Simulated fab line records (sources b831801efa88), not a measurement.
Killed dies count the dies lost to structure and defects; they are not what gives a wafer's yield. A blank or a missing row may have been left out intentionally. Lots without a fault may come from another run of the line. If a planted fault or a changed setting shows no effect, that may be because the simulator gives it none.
2 desks, one fault / flow gf180mcu / each desk holds nothing but its own numbers, with what lay behind them at the end

== METROLOGY DESK ==
What the gauges read, lot by lot, whatever tool the lot ran on: means of the sampled wafers that have a number. Any lot whose mean is over 4 standard deviations away from the usual mean is out of limits and marked OUT; that distance is given in the brackets.
Columns: A = TOP_METAL_ALCU_THK at GF_TOP_METAL_THK_MEAS_06, usual 892 nm; B = cd-nm at GF_TOP_METAL_CD_MEAS_14, usual 440.5 nm
lot=L436; first seen here=day 28 08:22; A=875; B=440.8
lot=L437; first seen here=day 28 09:58; A=895; B=437.1
lot=L439; first seen here=day 28 21:08; A=893; B=437.5
lot=L440; first seen here=day 29 14:53; A=891; B=439.1
lot=L441; first seen here=day 29 22:52; A=883; B=441.9
lot=L443; first seen here=day 30 10:14; A=880; B=440.1
lot=L448; first seen here=day 31 19:35; A=889; B=433.6
lot=L452; first seen here=day 32 15:49; A=893; B=433.2
lot=L453; first seen here=day 33 00:14; A=895; B=441.1
lot=L454; first seen here=day 33 02:46; A=884; B=439.7
lot=L455; first seen here=day 33 10:45; A=896; B=443.3
Result from this desk: across the 11 lots, nothing is out of limits.

== THE TOOL OWNER'S DESK: litho-track-04 ==
The tool's own readings at GF_TOP_METAL_COAT_09 (resist thk 1500 nm): means of the sampled wafers that have a number, for each lot that ran on this tool. Any lot whose mean is over 4 standard deviations away from the usual mean is out of limits and marked OUT; that distance is given in the brackets.
Columns: A = spin-speed-rpm at GF_TOP_METAL_COAT_09, usual 3000.0 rpm
lot=L436; first seen here=day 28 17:32; A=3003.7
lot=L439; first seen here=day 29 06:35; A=3002.8
lot=L440; first seen here=day 30 00:22; A=2998.7
lot=L441; first seen here=day 30 07:58; A=2999.4
lot=L448; first seen here=day 32 03:05; A=3382.2 (+99 or more) OUT
lot=L452; first seen here=day 33 00:20; A=3385.6 (+99 or more) OUT
This desk's verdict: out of limits on L448, L452, starting with L448 at day 32 03:05 (spin-speed-rpm at GF_TOP_METAL_COAT_09). In limits: L436, L439, L440, L441.

== ALL TOGETHER ==
At day 32 03:05, on L448, L452, the tool owner's desk was in a position to raise an alarm.
The metrology desk saw nothing out of limits.
The metrology desk holds a record of L448, L452, inside its limits.
All the named lots went through GF_TOP_METAL_COAT_09 on litho-track-04.

== WHAT HAD BEEN PUT IN BY THE SIMULATOR ==
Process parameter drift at GF_TOP_METAL_COAT_09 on litho-track-04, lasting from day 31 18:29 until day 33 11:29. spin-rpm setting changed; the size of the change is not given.
Shown lots that were struck: L448, L452.
Delay in hours, fault start to first out-of-limits reading, by desk: the tool owner's desk at 9.
